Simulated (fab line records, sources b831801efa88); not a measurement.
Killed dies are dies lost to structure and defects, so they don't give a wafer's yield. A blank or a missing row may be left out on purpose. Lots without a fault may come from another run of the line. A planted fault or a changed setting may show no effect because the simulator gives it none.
fab line records | flow gf180mcu
record lots=5 wafers=15 last_day=34
route steps=602 shown VT_IMPLANT@110 MVSD@136 NWELL@137 LVPWELL@138 MVPSD@139 DUAL_GATE@141
lots that met no fault: from a run of the same line without faults
start_h: hours from the record's first day to the start of the lot's first wafer shown | wait_h: hours since the lot's step before | " the same as in the row above | L1.1+2: a row that stands for several wafers | - no value, or no start given | * or withheld: withheld | < > ~ a bound
route shown NAME@n: a module of which the file shows steps, and the number in the route of the first | usual: mean/standard deviation of fault-free wafers | same: alike in all rows | chamber/n: place in a boat | sites: the reading at each site | _std_site: their standard deviation | _edge_site: outer sites' mean less inner sites' | radius_mm: how far each site lies from the wafer's centre | mask NAME#n: copy n | behind: the tool/chamber that last shaped the wafer | hold: why the lot was held/for how many hours/how that ended | device: the transistor (n, p or np) that didn't switch | end of line: the same wafers' tests at the end of the route | a step without rows: its recipe alone | killed: dies lost to structure and defects at the first sort, not the wafer's yield | map: a wafer's dies, x killed, . not, _ none there
set.NAME: the setting as run; set.NAME@STEP: as run at that earlier step | model.NAME: the simulator's own value behind a step, which no gauge read
lots at some steps of the route; a table a step, a row a wafer
services: from which hour (start_h, from the record's first day; less than 0 if before it) a tool's chamber was out of use, for how many hours, and why
## steps
# step GF_VT_IMPLANT_STRIP_20
# recipe chemistry=O2/N2 power_w=1400 pressure_mtorr=1500 platen_temp_c=250 o2_flow_sccm=3000 n2_flow_sccm=300 overash_fraction=0.5
# usual drypump_motor_current_A=5.53/0.27 heater_power_w=336/27 oes_product_au=0.716/0.0046 strip_time_to_endpoint_s=12.64/0.035
# columns lot.wafer tool chamber start_h wait_h drypump_motor_current_A heater_power_w oes_product_au rf_hours_counter_h strip_time_to_endpoint_s
L075.3 plasma_asher-03 1 132.09 0.1 5.96 376 0.714 - 12.64
L075.5 " 0 " " 5.55 333 0.717 - 12.63
L075.6 " 1 " " 5.96 369 0.725 - 12.64
L077.2 plasma_asher-03 0 143.81 0.1 5.55 331 0.715 49 12.67
L077.4 " 0 " " 5.52 317 0.715 - 12.67
L077.5 " 1 " " 5.96 385 0.714 - 12.71
L092.1 plasma_asher-02 0 241.41 0.1 5.64 310 0.719 13 12.60
L092.4 " 1 " " 5.27 338 0.717 - 12.58
L092.5 " 0 " " 5.63 310 0.715 - 12.60
L094.1 plasma_asher-03 1 255.51 0.1 5.95 381 0.722 59 12.64
L094.5 " 1 " " 5.97 371 0.714 - 12.69
L094.6 " 0 " " 5.54 332 0.719 - 12.66
L096.2 plasma_asher-04 0 264.84 0.1 5.30 308 0.714 50 12.66
L096.3 " 0 " " 5.33 303 0.713 - 12.60
L096.5 " 0 " " 5.31 314 0.718 - 12.64
# step GF_VT_IMPLANT_TW_MEAS_21
# usual VT_IMPLANT_2_TW=1218/9.8
# columns lot.wafer tool chamber start_h wait_h VT_IMPLANT_2_TW
L075.3 film_metro-01 - 132.18 0.1 1225
L075.5 " - " " 1229
L075.6 " - " " 1225
L077.2 film_metro-02 - 143.92 0.1 1204
L077.4 " - " " 1197
L077.5 " - " " 1200
L092.1 film_metro-01 - 241.54 0.1 1216
L092.4 " - " " 1217
L092.5 " - " " 1221
L094.1 film_metro-02 - 255.61 0.1 1224
L094.5 " - " " 1223
L094.6 " - " " 1219
L096.2 film_metro-02 - 264.95 0.1 1219
L096.3 " - " " 1225
L096.5 " - " " 1226
# step GF_VT_IMPLANT_DEHYDRATE_22
# recipe temp_c=200 time_s=60
# usual resist_line_temp_C=23.01/0.1
# columns lot.wafer tool chamber start_h wait_h resist_line_temp_C
L075.3 litho_track-01 0 139.06 6.9 22.99
L075.5 " 0 " " 23.00
L075.6 " 0 " " 23.00
L077.2 litho_track-04 0 151.24 7.3 23.14
L077.4 " 0 " " 22.97
L077.5 " 0 " " 22.97
L092.1 litho_track-01 0 249.56 8.0 22.85
L092.4 " 0 " " 23.03
L092.5 " 0 " " 23.03
L094.1 litho_track-02 0 263.92 8.3 22.99
L094.5 " 0 " " 23.13
L094.6 " 0 " " 23.03
L096.2 litho_track-01 0 274.34 9.4 23.14
L096.3 " 0 " " 22.97
L096.5 " 0 " " 22.97
# step GF_VT_IMPLANT_HMDS_23
# recipe prime_time_s=60 prime_temp_c=120
# usual resist_line_temp_C=23.01/0.093
# columns lot.wafer tool chamber start_h wait_h resist_line_temp_C
L075.3 litho_track-01 0 139.21 0.1 22.89
L075.5 " 0 " " 22.82
L075.6 " 0 " " 23.01
L077.2 litho_track-04 0 151.39 0.1 22.91
L077.4 " 0 " " 22.94
L077.5 " 0 " " 22.91
L092.1 litho_track-01 0 249.71 0.1 23.11
L092.4 " 0 " " 23.14
L092.5 " 0 " " 23.05
L094.1 litho_track-02 0 264.07 0.1 23.13
L094.5 " 0 " " 23.06
L094.6 " 0 " " 23.11
L096.2 litho_track-01 0 274.49 0.1 23.12
L096.3 " 0 " " 23.02
L096.5 " 0 " " 23.00
# step GF_VT_IMPLANT_COAT_24
# recipe resist=NOVOLAK spin_rpm=3000 resist_thk_nm=1000
# usual resist_line_temp_C=23.01/0.1
# columns lot.wafer tool chamber start_h wait_h resist_line_temp_C
L075.3 litho_track-01 0 139.36 0.1 22.98
L075.5 " 0 " " 22.86
L075.6 " 0 " " 22.89
L077.2 litho_track-04 0 151.54 0.1 22.97
L077.4 " 0 " " 23.04
L077.5 " 0 " " 23.13
L092.1 litho_track-01 0 249.86 0.1 23.06
L092.4 " 0 " " 23.06
L092.5 " 0 " " 22.95
L094.1 litho_track-02 0 264.22 0.1 23.06
L094.5 " 0 " " 22.96
L094.6 " 0 " " 23.07
L096.2 litho_track-01 0 274.64 0.1 22.82
L096.3 " 0 " " 22.83
L096.5 " 0 " " 22.99
# step GF_VT_IMPLANT_SOFTBAKE_25
# recipe temp_c=90 time_s=60 resist=NOVOLAK
# usual resist_line_temp_C=22.98/0.13
# columns lot.wafer tool chamber start_h wait_h resist_line_temp_C
L075.3 litho_track-01 0 139.51 0.1 22.91
L075.5 " 0 " " 22.97
L075.6 " 0 " " 22.83
L077.2 litho_track-04 0 151.69 0.1 23.08
L077.4 " 0 " " 22.96
L077.5 " 0 " " 23.10
L092.1 litho_track-01 0 250.01 0.1 23.08
L092.4 " 0 " " 22.95
L092.5 " 0 " " 23.04
L094.1 litho_track-02 0 264.37 0.1 23.07
L094.5 " 0 " " 22.98
L094.6 " 0 " " 23.02
L096.2 litho_track-01 0 274.79 0.1 22.97
L096.3 " 0 " " 23.08
L096.5 " 0 " " 23.03
# step GF_VT_IMPLANT_EXPOSE_26
# recipe mask_id=LVPWELL_HV_AREA target_cd_nm=860 na=0.6 source_shape=conventional sigma_outer=0.6 dose_mj=140
# columns lot.wafer tool chamber start_h wait_h mask
L075.3+5+6 iline_stepper-01 0 - - LVPWELL_HV_AREA#0
L077.2+4+5 iline_stepper-02 0 - - LVPWELL_HV_AREA#0
L092.1+4+5 iline_stepper-02 0 - - LVPWELL_HV_AREA#0
L094.1+5+6 iline_stepper-01 0 - - LVPWELL_HV_AREA#0
L096.2+3+5 iline_stepper-01 0 - - LVPWELL_HV_AREA#0
# step GF_VT_IMPLANT_PEB_27
# recipe temp_c=withheld time_s=* resist=NOVOLAK
# usual resist_line_temp_C=*
# columns lot.wafer tool chamber start_h wait_h resist_line_temp_C
L075.3 litho_track-04 0 - - *
L075.5 " 0 " " *
L075.6 " 0 " " *
L077.2 litho_track-04 0 - - *
L077.4 " 0 " " *
L077.5 " 0 " " *
L092.1 litho_track-04 0 - - *
L092.4 " 0 " " *
L092.5 " 0 " " *
L094.1 litho_track-04 0 - - *
L094.5 " 0 " " *
L094.6 " 0 " " *
L096.2 litho_track-04 0 - - *
L096.3 " 0 " " *
L096.5 " 0 " " *
# step GF_VT_IMPLANT_DEVELOP_28
# recipe develop_time_s=60 dev_temp_c=23
# usual resist_line_temp_C=23.01/0.1
# columns lot.wafer tool chamber start_h wait_h resist_line_temp_C
L075.3 litho_track-04 0 147.36 0.1 23.14
L075.5 " 0 " " 23.09
L075.6 " 0 " " 23.13
L077.2 litho_track-04 0 159.43 0.1 22.98
L077.4 " 0 " " 23.07
L077.5 " 0 " " 23.07
L092.1 litho_track-04 0 258.36 0.1 22.73
L092.4 " 0 " " 23.05
L092.5 " 0 " " 22.85
L094.1 litho_track-04 0 274.46 0.1 23.09
L094.5 " 0 " " 23.17
L094.6 " 0 " " 23.07
L096.2 litho_track-04 0 284.13 0.1 22.85
L096.3 " 0 " " 23.00
L096.5 " 0 " " 23.08
# step GF_VT_IMPLANT_OVL_MEAS_29
# usual VT_IMPLANT_02_OVL=0.4/1.3
# columns lot.wafer tool chamber start_h wait_h VT_IMPLANT_02_OVL[nm]
L075.3 overlay-02 - 147.47 0.1 0.3
L075.5 " - " " 0.5
L075.6 " - " " -0.8
L077.2 overlay-02 - 159.57 0.1 0.6
L077.4 " - " " 2.6
L077.5 " - " " 1.0
L092.1 overlay-01 - 258.51 0.1 2.4
L092.4 " - " " 1.9
L092.5 " - " " 3.1
L094.1 overlay-01 - 274.61 0.1 -0.2
L094.5 " - " " -1.1
L094.6 " - " " -0.3
L096.2 overlay-01 - 284.26 0.1 -0.7
L096.3 " - " " -0.5
L096.5 " - " " -1.6
# step GF_VT_IMPLANT_IMPLANT_30
# recipe species=B energy_kev=25 dose_cm2=2.534e+12 tilt_deg=7
# columns lot.wafer tool chamber start_h wait_h
L075.3+5+6 implanter-01 0 147.55 0.1
L077.2+4+5 implanter-01 0 159.62 0.0
L092.1+4+5 implanter-04 0 258.54 0.0
L094.1+5+6 implanter-04 0 274.64 0.0
L096.2+3+5 implanter-04 0 284.32 0.0
# step GF_VT_IMPLANT_STRIP_31
# recipe chemistry=O2/N2 power_w=1400 pressure_mtorr=1500 platen_temp_c=250 o2_flow_sccm=3000 n2_flow_sccm=300 overash_fraction=0.5
# usual drypump_motor_current_A=5.46/0.25 heater_power_w=332/26 oes_product_au=0.717/0.005 strip_time_to_endpoint_s=12.63/0.036
# columns lot.wafer tool chamber start_h wait_h drypump_motor_current_A heater_power_w oes_product_au rf_hours_counter_h strip_time_to_endpoint_s
L075.3 plasma_asher-04 0 147.68 0.1 5.31 313 0.713 - 12.61
L075.5 " 0 " " 5.36 310 0.725 - 12.62
L075.6 " 1 " " 5.22 316 0.710 - 12.64
L077.2 plasma_asher-04 0 159.75 0.1 5.33 311 0.723 38 12.61
L077.4 " 0 " " 5.33 304 0.718 - 12.60
L077.5 " 1 " " 5.24 325 0.713 - 12.61
L092.1 plasma_asher-03 0 258.69 0.1 5.56 336 0.722 60 12.67
L092.4 " 0 " " 5.54 331 0.714 - 12.69
L092.5 " 1 " " 5.97 386 0.720 - 12.68
L094.1 plasma_asher-04 1 274.79 0.1 5.23 326 0.709 51 12.63
L094.5 " 1 " " 5.21 320 0.712 - 12.65
L094.6 " 0 " " 5.34 310 0.711 - 12.66
L096.2 plasma_asher-02 0 284.44 0.1 5.63 306 0.720 18 12.65
L096.3 " 0 " " 5.64 305 0.712 - 12.67
L096.5 " 0 " " 5.64 315 0.711 - 12.66
# step GF_VT_IMPLANT_TW_MEAS_32
# usual VT_IMPLANT_3_TW=269.4/2.2
# columns lot.wafer tool chamber start_h wait_h VT_IMPLANT_3_TW
L075.3 film_metro-03 - 147.77 0.1 272.1
L075.5 " - " " 271.3
L075.6 " - " " 270.9
L077.2 film_metro-01 - 159.86 0.1 269.6
L077.4 " - " " 269.1
L077.5 " - " " 271.4
L092.1 film_metro-02 - 258.79 0.1 269.9
L092.4 " - " " 269.4
L092.5 " - " " 268.4
L094.1 film_metro-02 - 274.89 0.1 270.3
L094.5 " - " " 270.7
L094.6 " - " " 270.5
L096.2 film_metro-01 - 284.55 0.1 270.4
L096.3 " - " " 269.8
L096.5 " - " " 269.8
# step GF_VT_IMPLANT_DEHYDRATE_33
# recipe temp_c=200 time_s=60
# usual resist_line_temp_C=22.98/0.11
# columns lot.wafer tool chamber start_h wait_h resist_line_temp_C
L075.3 litho_track-04 0 155.26 7.5 22.93
L075.5 " 0 " " 23.04
L075.6 " 0 " " 22.94
L077.2 litho_track-02 0 167.05 7.2 22.86
L077.4 " 0 " " 22.91
L077.5 " 0 " " 22.79
L092.1 litho_track-04 0 267.66 8.9 23.11
L092.4 " 0 " " 23.18
L092.5 " 0 " " 23.09
L094.1 litho_track-01 0 283.91 9.0 22.88
L094.5 " 0 " " 22.99
L094.6 " 0 " " 23.00
L096.2 litho_track-01 0 293.89 9.3 23.15
L096.3 " 0 " " 23.01
L096.5 " 0 " " 22.88
# step GF_VT_IMPLANT_HMDS_34
# recipe prime_time_s=60 prime_temp_c=120
# usual resist_line_temp_C=23.02/0.11
# columns lot.wafer tool chamber start_h wait_h resist_line_temp_C
L075.3 litho_track-04 0 155.41 0.1 23.10
L075.5 " 0 " " 22.94
L075.6 " 0 " " 23.02
L077.2 litho_track-02 0 167.20 0.1 23.06
L077.4 " 0 " " 23.11
L077.5 " 0 " " 23.07
L092.1 litho_track-04 0 267.81 0.1 22.93
L092.4 " 0 " " 23.00
L092.5 " 0 " " 23.01
L094.1 litho_track-01 0 284.06 0.1 22.99
L094.5 " 0 " " 22.95
L094.6 " 0 " " 23.15
L096.2 litho_track-01 0 294.04 0.1 23.00
L096.3 " 0 " " 23.17
L096.5 " 0 " " 23.05
# step GF_VT_IMPLANT_COAT_35
# recipe resist=NOVOLAK spin_rpm=3000 resist_thk_nm=1000
# usual resist_line_temp_C=23.00/0.11
# columns lot.wafer tool chamber start_h wait_h resist_line_temp_C
L075.3 litho_track-04 0 155.56 0.1 22.96
L075.5 " 0 " " 22.97
L075.6 " 0 " " 22.80
L077.2 litho_track-02 0 167.35 0.1 22.96
L077.4 " 0 " " 23.22
L077.5 " 0 " " 23.18
L092.1 litho_track-04 0 267.96 0.1 22.83
L092.4 " 0 " " 22.90
L092.5 " 0 " " 22.83
L094.1 litho_track-01 0 284.21 0.1 23.16
L094.5 " 0 " " 22.97
L094.6 " 0 " " 23.34
L096.2 litho_track-01 0 294.19 0.1 22.84
L096.3 " 0 " " 22.97
L096.5 " 0 " " 22.76
# step GF_VT_IMPLANT_SOFTBAKE_36
# recipe temp_c=90 time_s=60 resist=NOVOLAK
# usual resist_line_temp_C=23.00/0.11
# columns lot.wafer tool chamber start_h wait_h resist_line_temp_C
L075.3 litho_track-04 0 155.71 0.1 22.78
L075.5 " 0 " " 22.97
L075.6 " 0 " " 22.87
L077.2 litho_track-02 0 167.50 0.1 22.94
L077.4 " 0 " " 22.98
L077.5 " 0 " " 23.11
L092.1 litho_track-04 0 268.11 0.1 22.97
L092.4 " 0 " " 23.15
L092.5 " 0 " " 22.95
L094.1 litho_track-01 0 284.36 0.1 23.15
L094.5 " 0 " " 22.98
L094.6 " 0 " " 23.15
L096.2 litho_track-01 0 294.34 0.1 22.79
L096.3 " 0 " " 22.85
L096.5 " 0 " " 22.77
# step GF_VT_IMPLANT_EXPOSE_37
# recipe mask_id=Nwell_HV_AREA target_cd_nm=860 na=0.6 source_shape=conventional sigma_outer=0.6 dose_mj=140
# columns lot.wafer tool chamber start_h wait_h mask
L075.3+5+6 iline_stepper-01 0 - - Nwell_HV_AREA#0
L077.2+4+5 iline_stepper-01 0 - - Nwell_HV_AREA#0
L092.1+4+5 iline_stepper-01 0 - - Nwell_HV_AREA#0
L094.1+5+6 iline_stepper-02 0 - - Nwell_HV_AREA#0
L096.2+3+5 iline_stepper-01 0 - - Nwell_HV_AREA#0
# step GF_VT_IMPLANT_PEB_38
# recipe temp_c=withheld time_s=* resist=NOVOLAK
# usual resist_line_temp_C=*
# columns lot.wafer tool chamber start_h wait_h resist_line_temp_C
L075.3 litho_track-01 0 - - *
L075.5 " 0 " " *
L075.6 " 0 " " *
L077.2 litho_track-04 0 - - *
L077.4 " 0 " " *
L077.5 " 0 " " *
L092.1 litho_track-04 0 - - *
L092.4 " 0 " " *
L092.5 " 0 " " *
L094.1 litho_track-04 0 - - *
L094.5 " 0 " " *
L094.6 " 0 " " *
L096.2 litho_track-04 0 - - *
L096.3 " 0 " " *
L096.5 " 0 " " *
# step GF_VT_IMPLANT_DEVELOP_39
# recipe develop_time_s=60 dev_temp_c=23
# usual resist_line_temp_C=22.99/0.099
# columns lot.wafer tool chamber start_h wait_h resist_line_temp_C
L075.3 litho_track-01 0 163.21 0.1 23.10
L075.5 " 0 " " 22.90
L075.6 " 0 " " 23.04
L077.2 litho_track-04 0 175.43 0.1 22.89
L077.4 " 0 " " 22.71
L077.5 " 0 " " 22.91
L092.1 litho_track-04 0 277.91 0.1 23.00
L092.4 " 0 " " 23.02
L092.5 " 0 " " 23.22
L094.1 litho_track-04 0 294.11 0.1 23.00
L094.5 " 0 " " 22.95
L094.6 " 0 " " 23.00
L096.2 litho_track-04 0 304.18 0.1 22.86
L096.3 " 0 " " 23.02
L096.5 " 0 " " 22.99
# step GF_VT_IMPLANT_OVL_MEAS_40
# usual VT_IMPLANT_03_OVL=-0.2/1.2
# columns lot.wafer tool chamber start_h wait_h VT_IMPLANT_03_OVL[nm]
L075.3 overlay-01 - 163.33 0.1 -1.5
L075.5 " - " " -0.1
L075.6 " - " " -1.6
L077.2 overlay-02 - 175.57 0.1 -0.4
L077.4 " - " " -0.2
L077.5 " - " " -0.5
L092.1 overlay-01 - 278.06 0.1 -1.2
L092.4 " - " " -2.2
L092.5 " - " " -4.0
L094.1 overlay-01 - 294.26 0.1 1.4
L094.5 " - " " 1.3
L094.6 " - " " -1.8
L096.2 overlay-01 - 304.31 0.1 0.7
L096.3 " - " " -0.7
L096.5 " - " " 0.6
# step GF_VT_IMPLANT_IMPLANT_41
# recipe species=As energy_kev=70 dose_cm2=1.013e+12 tilt_deg=7
# columns lot.wafer tool chamber start_h wait_h
L075.3+5+6 implanter-04 0 163.40 0.1
L077.2+4+5 implanter-02 0 175.62 0.0
L092.1+4+5 implanter-01 0 278.09 0.0
L094.1+5+6 implanter-01 0 294.29 0.0
L096.2+3+5 implanter-02 0 304.37 0.0
# step GF_VT_IMPLANT_STRIP_42
# recipe chemistry=O2/N2 power_w=1400 pressure_mtorr=1500 platen_temp_c=250 o2_flow_sccm=3000 n2_flow_sccm=300 overash_fraction=0.5
# usual drypump_motor_current_A=5.51/0.26 heater_power_w=335/27 oes_product_au=0.716/0.0047 strip_time_to_endpoint_s=12.63/0.038
# columns lot.wafer tool chamber start_h wait_h drypump_motor_current_A heater_power_w oes_product_au rf_hours_counter_h strip_time_to_endpoint_s
L075.3 plasma_asher-03 0 163.53 0.1 5.55 330 0.715 - 12.67
L075.5 " 0 " " 5.54 328 0.719 - 12.62
L075.6 " 1 " " 5.96 387 0.714 - 12.67
L077.2 plasma_asher-03 1 175.75 0.1 5.97 393 0.715 52 12.67
L077.4 " 1 " " 5.98 377 0.714 - 12.66
L077.5 " 1 " " 5.96 387 0.709 - 12.61
L092.1 plasma_asher-04 1 278.24 0.1 5.21 318 0.720 51 12.61
L092.4 " 1 " " 5.23 322 0.721 - 12.62
L092.5 " 1 " " 5.23 317 0.707 - 12.63
L094.1 plasma_asher-02 1 294.44 0.1 5.26 350 0.706 19 12.68
L094.5 " 1 " " 5.29 342 0.711 - 12.64
L094.6 " 0 " " 5.62 310 0.713 - 12.69
L096.2 plasma_asher-04 1 304.49 0.1 5.26 324 0.713 54 12.60
L096.3 " 0 " " 5.32 315 0.723 - 12.65
L096.5 " 0 " " 5.34 310 0.718 - 12.63
# step GF_VT_IMPLANT_TW_MEAS_43
# usual VT_IMPLANT_4_TW=691/6.7
# columns lot.wafer tool chamber start_h wait_h VT_IMPLANT_4_TW
L075.3 film_metro-02 - 163.62 0.1 687
L075.5 " - " " 688
L075.6 " - " " 683
L077.2 film_metro-02 - 175.86 0.1 680
L077.4 " - " " 680
L077.5 " - " " 678
L092.1 film_metro-03 - 278.34 0.1 687
L092.4 " - " " 691
L092.5 " - " " 689
L094.1 film_metro-03 - 294.54 0.1 691
L094.5 " - " " 698
L094.6 " - " " 693
L096.2 film_metro-01 - 304.60 0.1 698
L096.3 " - " " 693
L096.5 " - " " 692
# step GF_VT_IMPLANT_CLEAN_44
# recipe chemistry=SC1/SC2 mix=1:4:20 temp_c=70 time_s=150 dry=n2_spin
# columns lot.wafer tool chamber start_h wait_h
L075.3+5+6 wet_bench-01 2 163.66 0.0
L077.2+4+5 wet_bench-01 0 175.91 0.0
L092.1+4+5 wet_bench-04 1 278.40 0.1
L094.1+5+6 wet_bench-01 3 294.60 0.1
L096.2+3+5 wet_bench-04 1 304.65 0.0
# step GF_VT_IMPLANT_RTA_45
# recipe temp_c=1050 time_s=30 ambient=N2
# usual lamp_power_pct=37.0/2.2 wafer_temp_C_max=1053.2/1.1
# columns lot.wafer tool chamber start_h wait_h lamp_power_pct wafer_temp_C_max
L075.3 rtp_anneal-02 0 163.75 0.0 38.5 1051.8
L075.5 " 0 " " 38.5 1052.4
L075.6 " 0 " " 38.5 1053.1
L077.2 rtp_anneal-01 0 175.99 0.0 33.9 1055.7
L077.4 " 0 " " 33.8 1053.3
L077.5 " 0 " " 33.9 1054.3
L092.1 rtp_anneal-02 0 278.46 0.0 38.5 1053.1
L092.4 " 0 " " 38.4 1052.9
L092.5 " 0 " " 38.5 1053.1
L094.1 rtp_anneal-01 0 294.65 0.0 33.9 1054.9
L094.5 " 0 " " 33.8 1053.9
L094.6 " 0 " " 33.9 1055.8
L096.2 rtp_anneal-02 0 304.72 0.0 38.5 1051.7
L096.3 " 0 " " 38.5 1053.5
L096.5 " 0 " " 38.5 1052.4
# step GF_VT_IMPLANT_RS_MEAS_46
# recipe thk_meas_gauge=four-point-probe
# usual MVSD_RS=457.0/1.2
# columns lot.wafer tool chamber start_h wait_h MVSD_RS[ohm/sq]
L075.3 film_metro-03 - 163.85 0.1 460.0
L075.5 " - " " 459.6
L075.6 " - " " 459.2
L077.2 film_metro-04 - 176.18 0.2 455.6
L077.4 " - " " 456.0
L077.5 " - " " 455.7
L092.1 film_metro-04 - 278.56 0.1 456.6
L092.4 " - " " 457.0
L092.5 " - " " 456.8
L094.1 film_metro-01 - 294.75 0.1 457.1
L094.5 " - " " 456.3
L094.6 " - " " 458.1
L096.2 film_metro-04 - 304.82 0.1 456.9
L096.3 " - " " 457.2
L096.5 " - " " 455.4
# step GF_VT_IMPLANT_RS_MEAS_47
# recipe thk_meas_gauge=four-point-probe
# usual NWELL_RS=488.3/1.4
# columns lot.wafer tool chamber start_h wait_h NWELL_RS[ohm/sq]
L075.3 film_metro-03 - 163.97 0.1 489.7
L075.5 " - " " 489.8
L075.6 " - " " 488.9
L077.2 film_metro-04 - 176.30 0.1 488.3
L077.4 " - " " 488.8
L077.5 " - " " 486.2
L092.1 film_metro-04 - 278.68 0.1 488.5
L092.4 " - " " 489.1
L092.5 " - " " 489.3
L094.1 film_metro-01 - 294.87 0.1 489.0
L094.5 " - " " 489.2
L094.6 " - " " 488.9
L096.2 film_metro-04 - 304.94 0.1 487.0
L096.3 " - " " 485.9
L096.5 " - " " 486.9
# step GF_VT_IMPLANT_RS_MEAS_48
# recipe thk_meas_gauge=four-point-probe
# usual LVPWELL_RS=1197/3
# columns lot.wafer tool chamber start_h wait_h LVPWELL_RS[ohm/sq]
L075.3 film_metro-03 - 164.09 0.1 1198
L075.5 " - " " 1198
L075.6 " - " " 1201
L077.2 film_metro-04 - 176.42 0.1 1192
L077.4 " - " " 1194
L077.5 " - " " 1194
L092.1 film_metro-04 - 278.80 0.1 1203
L092.4 " - " " 1196
L092.5 " - " " 1200
L094.1 film_metro-01 - 294.99 0.1 1196
L094.5 " - " " 1199
L094.6 " - " " 1196
L096.2 film_metro-04 - 305.06 0.1 1198
L096.3 " - " " 1200
L096.5 " - " " 1202
# step GF_VT_IMPLANT_RS_MEAS_49
# recipe thk_meas_gauge=four-point-probe
# usual MVPSD_RS=1170.0/2.8
# columns lot.wafer tool chamber start_h wait_h MVPSD_RS[ohm/sq]
L075.3 film_metro-03 - 164.21 0.1 1170.8
L075.5 " - " " 1173.7
L075.6 " - " " 1169.3
L077.2 film_metro-04 - 176.54 0.1 1170.8
L077.4 " - " " 1171.3
L077.5 " - " " 1169.1
L092.1 film_metro-04 - 278.92 0.1 1168.7
L092.4 " - " " 1167.9
L092.5 " - " " 1166.2
L094.1 film_metro-01 - 295.11 0.1 1170.0
L094.5 " - " " 1171.1
L094.6 " - " " 1171.8
L096.2 film_metro-04 - 305.18 0.1 1168.6
L096.3 " - " " 1170.3
L096.5 " - " " 1169.3
# step GF_VT_IMPLANT_WET_ETCH_50
# recipe chemistry=dHF target_depth_nm=20 target=SiO2 temp_c=25 dilution=100:1 time_s=400
# columns lot.wafer tool chamber start_h wait_h
L075.3+5+6 wet_bench-01 2 164.29 0.1
L077.2+4+5 wet_bench-01 2 176.64 0.1
L092.1+4+5 wet_bench-03 2 279.04 0.1
L094.1+5+6 wet_bench-04 2 295.23 0.1
L096.2+3+5 wet_bench-04 0 305.28 0.1
# step GF_DUAL_GATE_CLEAN_00
# recipe chemistry=SC1/SC2 mix=1:4:20 temp_c=70 time_s=150
# columns lot.wafer tool chamber start_h wait_h
L075.3+5+6 wet_bench-03 2 164.42 0.0
L077.2+4+5 wet_bench-03 0 176.77 0.0
L092.1+4+5 wet_bench-01 1 279.16 0.0
L094.1+5+6 wet_bench-01 0 295.35 0.0
L096.2+3+5 wet_bench-03 2 305.40 0.0
# step GF_DUAL_GATE_CLEAN_01
# recipe chemistry=dHF time_s=20 dilution=100:1 dry=ipa_marangoni
# columns lot.wafer tool chamber start_h wait_h
L075.3+5+6 wet_bench-04 3 164.48 0.0
L077.2+4+5 wet_bench-04 0 176.82 0.0
L092.1+4+5 wet_bench-03 3 279.21 0.0
L094.1+5+6 wet_bench-04 0 295.40 0.0
L096.2+3+5 wet_bench-04 2 305.45 0.0
# step GF_DUAL_GATE_OXIDATION_02
# recipe temp_c=900 ambient=O2 stabilise_s=600 purge_s=300 target_thk_a=108.87 ox_time_s=1602
# usual spike_tc_upper_C=900.5/0.98
# columns lot.wafer tool chamber start_h wait_h spike_tc_upper_C
L075.3 furnace-02 0 164.49 0.0 902.7
L075.5 " 0 " " 901.8
L075.6 " 0 " " 899.3
L077.2 furnace-01 0 176.83 0.0 902.0
L077.4 " 0 " " 899.3
L077.5 " 0 " " 898.5
L092.1 furnace-01 0 279.22 0.0 899.6
L092.4 " 0 " " 899.5
L092.5 " 0 " " 901.0
L094.1 furnace-02 0 295.88 0.5 898.4
L094.5 " 0 " " 900.1
L094.6 " 0 " " 901.5
L096.2 furnace-01 0 305.73 0.3 899.6
L096.3 " 0 " " 901.4
L096.5 " 0 " " 900.1
# step GF_DUAL_GATE_THK_MEAS_03
# recipe reads=SiO2_of_DUAL_GATE_OXIDATION_02
# usual DUAL_GATE_OXIDATION_00_THK=10.78/0.16
# columns lot.wafer tool chamber start_h wait_h DUAL_GATE_OXIDATION_00_THK[nm]
L075.3 film_metro-02 - 165.96 0.0 10.67
L075.5 " - " " 10.36
L075.6 " - " " 10.57
L077.2 film_metro-04 - 178.29 0.0 11.16
L077.4 " - " " 11.15
L077.5 " - " " 11.07
L092.1 film_metro-01 - 280.67 0.0 10.95
L092.4 " - " " 11.09
L092.5 " - " " 11.01
L094.1 film_metro-02 - 297.32 0.0 10.66
L094.5 " - " " 10.83
L094.6 " - " " 10.63
L096.2 film_metro-01 - 307.18 0.0 10.86
L096.3 " - " " 10.74
L096.5 " - " " 10.70
# step GF_DUAL_GATE_DEHYDRATE_04
# recipe temp_c=200 time_s=60
# usual resist_line_temp_C=22.98/0.1
# columns lot.wafer tool chamber start_h wait_h resist_line_temp_C
L075.3 litho_track-03 0 174.12 8.2 22.90
L075.5 " 0 " " 22.97
L075.6 " 0 " " 22.96
L077.2 litho_track-03 0 185.95 7.7 23.15
L077.4 " 0 " " 22.99
L077.5 " 0 " " 23.15
L092.1 litho_track-02 0 290.22 9.5 22.83
L092.4 " 0 " " 23.07
L092.5 " 0 " " 22.99
L094.1 litho_track-02 0 306.72 9.4 23.02
L094.5 " 0 " " 23.01
L094.6 " 0 " " 23.12
L096.2 litho_track-03 0 317.05 9.9 22.83
L096.3 " 0 " " 22.68
L096.5 " 0 " " 22.83
# step GF_DUAL_GATE_HMDS_05
# recipe prime_time_s=60 prime_temp_c=120
# usual resist_line_temp_C=23.01/0.1
# columns lot.wafer tool chamber start_h wait_h resist_line_temp_C
L075.3 litho_track-03 0 174.27 0.1 23.03
L075.5 " 0 " " 23.03
L075.6 " 0 " " 22.88
L077.2 litho_track-03 0 186.10 0.1 23.13
L077.4 " 0 " " 22.98
L077.5 " 0 " " 23.18
L092.1 litho_track-02 0 290.37 0.1 23.02
L092.4 " 0 " " 23.12
L092.5 " 0 " " 23.04
L094.1 litho_track-02 0 306.87 0.1 23.03
L094.5 " 0 " " 23.00
L094.6 " 0 " " 23.13
L096.2 litho_track-03 0 317.20 0.1 22.94
L096.3 " 0 " " 22.95
L096.5 " 0 " " 22.90
## services
# columns tool chamber start_h hours kind
plasma_asher-02 - 108.75 9.0 pm
plasma_asher-02 0 108.75 9.0 vent_cycle
plasma_asher-04 - 144.11 0.6 repair
implanter-02 - 150.73 2.8 repair
furnace-02 - 152.67 3.6 pm
furnace-01 - 158.30 3.1 pm
iline_stepper-01 - 164.02 0.5 repair
iline_stepper-02 - 176.81 1.7 pm
implanter-04 - 178.57 3.2 pm
furnace-01 - 189.85 3.3 pm
iline_stepper-01 - 205.24 11.2 repair
implanter-01 - 215.51 22.5 pm
implanter-04 - 216.18 1.6 repair
iline_stepper-01 - 230.16 1.7 pm
plasma_asher-03 - 242.40 11.3 repair
iline_stepper-02 - 253.69 4.4 pm
litho_track-01 - 266.68 - consumable_replace:filter
iline_stepper-01 0 272.87 - calibration
implanter-04 - 275.60 4.1 repair
furnace-02 - 289.67 3.4 pm
implanter-04 - 296.52 1.5 repair
implanter-01 - 307.72 4.9 repair
litho_track-03 - 308.49 - consumable_replace:filter
iline_stepper-01 - 314.06 0.5 repair
## key
fault none
